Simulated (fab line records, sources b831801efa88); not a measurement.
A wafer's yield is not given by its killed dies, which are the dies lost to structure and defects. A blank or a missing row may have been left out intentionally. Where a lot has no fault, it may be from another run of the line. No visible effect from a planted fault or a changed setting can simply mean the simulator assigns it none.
A single fault, viewed from 2 desks / flow sky130 / only its own numbers are on each desk; what lay behind them is given at the end

## METROLOGY DESK
Lot by lot, what the gauges showed, no matter which tool ran the lot: averages of those sampled wafers that carry a number. If a lot's mean is further than 4 standard deviations from the usual mean, the lot is out of limits and carries the mark OUT (the distance appears in the brackets).
Columns: A = POLY_CUT_OVL at SKY_POLY_CUT_OVL_MEAS_09, usual -3 nm
lot=L237; first seen here=day 24 12:44; A=-3
lot=L238; first seen here=day 24 15:31; A=-1
lot=L239; first seen here=day 25 02:10; A=0
lot=L240; first seen here=day 25 07:56; A=-11
lot=L248; first seen here=day 28 15:46; A=1
lot=L252; first seen here=day 30 05:49; A=2
lot=L253; first seen here=day 30 07:20; A=-6
lot=L255; first seen here=day 30 18:16; A=-5
lot=L257; first seen here=day 31 00:21; A=6
lot=L258; first seen here=day 31 19:40; A=-3
lot=L259; first seen here=day 32 01:47; A=-8
This desk found nothing out of limits on any of the 11 lots.

## TOOL OWNER'S DESK, rie-diel-01
The tool's own readings at SKY_POLY_GATE_ETCH_16 (etches Si3N4 in CH3F/O2, stops on poly-Si, time 147.5 s, target depth 75 nm): means of the sampled wafers that have a number, for each lot that ran on this tool. If a lot's mean is further than 4 standard deviations from the usual mean, the lot is out of limits and carries the mark OUT (the distance appears in the brackets).
Columns: A = drypump-motor-current-A at SKY_POLY_GATE_ETCH_16, usual 5.9 A; B = oes-product-au at SKY_POLY_GATE_ETCH_16, usual 0.639 a.u.; C = throttle-valve-pct at SKY_POLY_GATE_ETCH_16, usual 10.535 %
lot=L237; first seen here=day 16 17:50; A=5.9; B=0.640; C=10.542
lot=L239; first seen here=day 17 07:38; A=5.6; B=0.635; C=10.531
lot=L248; first seen here=day 21 02:26; A=5.8; B=0.640; C=10.531
lot=L258; first seen here=day 24 09:32; A=6.3; B=0.644; C=10.538
lot=L259; first seen here=day 24 16:58; A=6.3; B=0.635; C=10.550
This desk found nothing out of limits on any of the 5 lots.

## PUT TOGETHER
At the metrology desk, nothing out of limits was observed.
The desk of the tool owner found nothing out of limits.

## WHAT THE SIMULATOR HAD INSERTED
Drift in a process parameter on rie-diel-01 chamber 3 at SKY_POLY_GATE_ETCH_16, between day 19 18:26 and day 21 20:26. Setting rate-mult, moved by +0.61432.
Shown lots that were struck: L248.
